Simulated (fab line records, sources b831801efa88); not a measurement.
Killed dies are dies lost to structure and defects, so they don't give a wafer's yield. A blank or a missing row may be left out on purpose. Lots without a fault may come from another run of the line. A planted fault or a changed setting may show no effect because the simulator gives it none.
Which tool did it? | flow sfq_line | 14 lots, 42 wafers sampled, at 5 steps of a route of 325

WHAT THE GAUGES READ, wafer by wafer
The record holds no reading of a measuring or inspecting step that can be judged against a usual standard deviation.

WHICH TOOL RAN EACH LOT (tool, then ch and the chambers of the sampled wafers, then the start)
lot  | SFQ_TRILAYER_L0_DEP_SPUTTER_003 | SFQ_TRILAYER_L0_CAP_PECVD_011  | SFQ_TRILAYER_L0_VIA_ETCH_VIA_ETCH_016 | SFQ_TRILAYER_L0_VIA_STRIP_STRIP_017 | SFQ_TRILAYER_I4_METRO_MEASURE_101
L795 | pvd_sputter-03, day 1 12:29     | pecvd-01 ch 0,1, day 3 05:40   | rie_diel-04 ch 0,1, day 5 15:44       | rie_metal-02 ch 0,1, day 5 15:47    | film_metro-01, day 36 16:37
L796 | pvd_sputter-06, day 1 17:29     | pecvd-03 ch 0,1, day 3 09:44   | rie_diel-04 ch 2,3, day 5 20:32       | rie_metal-02 ch 1, day 5 20:35      | film_metro-01, day 37 01:49
L797 | pvd_sputter-04, day 1 22:29     | pecvd-01 ch 1,2, day 3 16:27   | rie_diel-02 ch 1,3, day 6 05:22       | rie_metal-02 ch 1, day 6 05:24      | film_metro-01, day 37 13:49
L798 | pvd_sputter-04, day 2 03:29     | pecvd-02 ch 0,1,2, day 3 18:08 | rie_diel-04 ch 0,2,3, day 6 06:34     | rie_metal-03 ch 0,1, day 6 06:36    | film_metro-03, day 38 01:37
L799 | pvd_sputter-04, day 2 08:29     | pecvd-02 ch 0,2, day 4 01:20   | rie_diel-01 ch 0,1, day 6 10:10       | rie_metal-03 ch 0,1, day 6 10:24    | film_metro-04, day 39 01:01
L800 | pvd_sputter-04, day 2 13:29     | pecvd-02 ch 0,1,2, day 4 07:20 | rie_diel-02 ch 0,1,3, day 6 18:34     | rie_metal-02 ch 0,1, day 6 18:36    | film_metro-01, day 39 11:21
L801 | pvd_sputter-06, day 2 18:29     | pecvd-03 ch 0,1,2, day 4 13:30 | rie_diel-02 ch 0,1, day 6 23:28       | rie_metal-03 ch 0,1, day 6 23:30    | film_metro-03, day 40 01:07
L802 | pvd_sputter-06, day 2 23:29     | pecvd-03 ch 0,2, day 4 16:56   | rie_diel-01 ch 0,1, day 7 04:16       | rie_metal-01 ch 0,1, day 7 04:30    | film_metro-04, day 40 14:33
L803 | pvd_sputter-06, day 3 04:29     | pecvd-03 ch 1,2, day 4 22:56   | rie_diel-02 ch 1,2,3, day 7 10:16     | rie_metal-01 ch 0, day 7 10:30      | film_metro-03, day 40 21:12
L804 | pvd_sputter-06, day 3 09:29     | pecvd-03 ch 1,2, day 5 02:32   | rie_diel-02 ch 1,3, day 7 13:52       | rie_metal-03 ch 0,1, day 7 13:54    | film_metro-03, day 41 05:35
L806 | pvd_sputter-06, day 3 19:29     | pecvd-03 ch 1,2, day 5 13:20   | rie_diel-04 ch 0,1, day 8 04:16       | rie_metal-03 ch 0,1, day 8 04:18    | film_metro-01, day 41 18:00
L809 | pvd_sputter-03, day 4 10:29     | pecvd-03 ch 1,2, day 6 01:30   | rie_diel-02 ch 0,1,2, day 8 19:45     | rie_metal-02 ch 0,1, day 8 19:48    | film_metro-01, day 42 08:35
L810 | pvd_sputter-03, day 4 15:29     | pecvd-03 ch 0,1,2, day 6 08:32 | rie_diel-01 ch 1,3, day 9 05:21       | rie_metal-02 ch 0,1, day 9 05:36    | film_metro-04, day 43 00:24
L816 | pvd_sputter-03, day 5 21:29     | pecvd-01 ch 0,1, day 7 17:02   | rie_diel-04 ch 1,2,3, day 10 18:21    | rie_metal-03 ch 0,1, day 10 18:24   | film_metro-04, day 45 02:35
- SFQ_TRILAYER_L0_DEP_SPUTTER_003: material MoNx KI, target thk 40 nm, time 100 s.
- SFQ_TRILAYER_L0_CAP_PECVD_011: deposits SiO2 from SiH4/N2O, time 13.333 s, target thk 60 nm.
- SFQ_TRILAYER_L0_VIA_ETCH_VIA_ETCH_016: etches SiO2 in CHF3, stops on MoNx KI, target depth 80 nm.
- SFQ_TRILAYER_L0_VIA_STRIP_STRIP_017: strips in O2.
- SFQ_TRILAYER_I4_METRO_MEASURE_101

WHAT THE TOOLS THEMSELVES READ (means of the sampled wafers that have a number; where no wafer has one, the mark that the record gives instead)
SFQ_TRILAYER_L0_DEP_SPUTTER_003.
lot  | tool           | throttle_valve_pct (%)
L795 | pvd_sputter-03 | 29.8
L796 | pvd_sputter-06 | 29.7
L797 | pvd_sputter-04 | 29.5
L798 | pvd_sputter-04 | 29.6
L799 | pvd_sputter-04 | 30.2
L800 | pvd_sputter-04 | 29.7
L801 | pvd_sputter-06 | 29.6
L802 | pvd_sputter-06 | 29.2
L803 | pvd_sputter-06 | 29.1
L804 | pvd_sputter-06 | 29.6
L806 | pvd_sputter-06 | 29.3
L809 | pvd_sputter-03 | 30.6
L810 | pvd_sputter-03 | 30.7
L816 | pvd_sputter-03 | 30.3

SFQ_TRILAYER_L0_CAP_PECVD_011.
lot  | tool     | heater_power_outer_w (W) | heater_power_w (W) | throttle_valve_pct (%)
L795 | pecvd-01 | 28                       | 81                 | 23.9
L796 | pecvd-03 | 29                       | 83                 | 24.5
L797 | pecvd-01 | 28                       | 83                 | 24.1
L798 | pecvd-02 | 21                       | 64                 | 26.5
L799 | pecvd-02 | 21                       | 62                 | 25.2
L800 | pecvd-02 | 20                       | 61                 | 26.4
L801 | pecvd-03 | 29                       | 84                 | 26.3
L802 | pecvd-03 | 27                       | 79                 | 25.1
L803 | pecvd-03 | 38                       | 93                 | 27.5
L804 | pecvd-03 | 38                       | 93                 | 27.5
L806 | pecvd-03 | 31                       | 85                 | 27.8
L809 | pecvd-03 | 37                       | 91                 | 27.7
L810 | pecvd-03 | 26                       | 78                 | 26.4
L816 | pecvd-01 | 27                       | 80                 | 24.4

SFQ_TRILAYER_L0_VIA_ETCH_VIA_ETCH_016.
lot  | tool        | drypump_motor_current_A (A) | oes_product_au (a.u.)
L795 | rie_diel-04 | 5.8                         | 0.843
L796 | rie_diel-04 | 6.0                         | 0.834
L797 | rie_diel-02 | 6.4                         | 0.839
L798 | rie_diel-04 | 6.2                         | 0.838
L799 | rie_diel-01 | 5.6                         | 0.848
L800 | rie_diel-02 | 6.0                         | 0.850
L801 | rie_diel-02 | 5.5                         | 0.834
L802 | rie_diel-01 | 5.3                         | 0.837
L803 | rie_diel-02 | 6.1                         | 0.838
L804 | rie_diel-02 | 5.9                         | 0.834
L806 | rie_diel-04 | 6.0                         | 0.896
L809 | rie_diel-02 | 5.6                         | 0.897
L810 | rie_diel-01 | 6.0                         | 0.899
L816 | rie_diel-04 | 6.0                         | 0.848

SFQ_TRILAYER_L0_VIA_STRIP_STRIP_017.
lot  | tool         | drypump_motor_current_A (A) | oes_product_au (a.u.)
L795 | rie_metal-02 | 5.7                         | 0.993
L796 | rie_metal-02 | 5.8                         | 1.005
L797 | rie_metal-02 | 5.8                         | 0.999
L798 | rie_metal-03 | 6.4                         | 0.993
L799 | rie_metal-03 | 6.4                         | 0.993
L800 | rie_metal-02 | 5.7                         | 0.997
L801 | rie_metal-03 | 6.4                         | 0.985
L802 | rie_metal-01 | 6.2                         | 0.989
L803 | rie_metal-01 | 6.2                         | 0.994
L804 | rie_metal-03 | 6.1                         | 0.982
L806 | rie_metal-03 | 6.4                         | 0.987
L809 | rie_metal-02 | 5.7                         | 1.005
L810 | rie_metal-02 | 5.7                         | 1.002
L816 | rie_metal-03 | 6.1                         | 0.981

SFQ_TRILAYER_I4_METRO_MEASURE_101.
lot  | tool          | thk_nm (nm)
L795 | film_metro-01 | 200.6
L796 | film_metro-01 | 201.0
L797 | film_metro-01 | 199.7
L798 | film_metro-03 | 198.9
L799 | film_metro-04 | 200.2
L800 | film_metro-01 | 200.7
L801 | film_metro-03 | 198.3
L802 | film_metro-04 | 198.9
L803 | film_metro-03 | 199.2
L804 | film_metro-03 | 199.2
L806 | film_metro-01 | 199.4
L809 | film_metro-01 | 200.0
L810 | film_metro-04 | 200.1
L816 | film_metro-04 | 200.1

THE ANSWER, worked out from the rows above alone
Rule: what is usual is taken from the lots themselves. Put in order of their means at a reading, lots are off if they are a third of the lots or fewer, leave a main group of 4 or more, and stand apart from it by a gap of 3 or more times the standard deviation of the main group's means; of several such gaps the widest counts. A main group whose means are all the same, to the digits that the tables above print for the reading, isn't used. A lot without any number at a reading at which 4 lots or more have one is off too. The other lots that the step has rows for count as sound. The gauges are gone through in route order, then the tools' own readings, and for those a lot's mean is taken as printed above. The first step at which some lot is off is used, and at that step the reading that is off furthest; a lot without a number counts as furthest.
Off: L806, L809, L810, at SFQ_TRILAYER_L0_VIA_ETCH_VIA_ETCH_016 (oes_product_au). The main group: mean 0.840 a.u., standard deviation 0.0057.
A tool fits if, at that step or a process step before it, it ran every lot that is off, and no sound lot after the first of them. One fits: pecvd-03 at SFQ_TRILAYER_L0_CAP_PECVD_011. Its last sound lot is L804 (day 5 02:32), its first lot that is off L806 (day 5 13:20): a fault that began between those two fits.

WHAT THE SIMULATOR HAD PUT IN
Process parameter drift: pecvd-03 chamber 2, from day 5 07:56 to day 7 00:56, at SFQ_TRILAYER_L0_CAP_PECVD_011. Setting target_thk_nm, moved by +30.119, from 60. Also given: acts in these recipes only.
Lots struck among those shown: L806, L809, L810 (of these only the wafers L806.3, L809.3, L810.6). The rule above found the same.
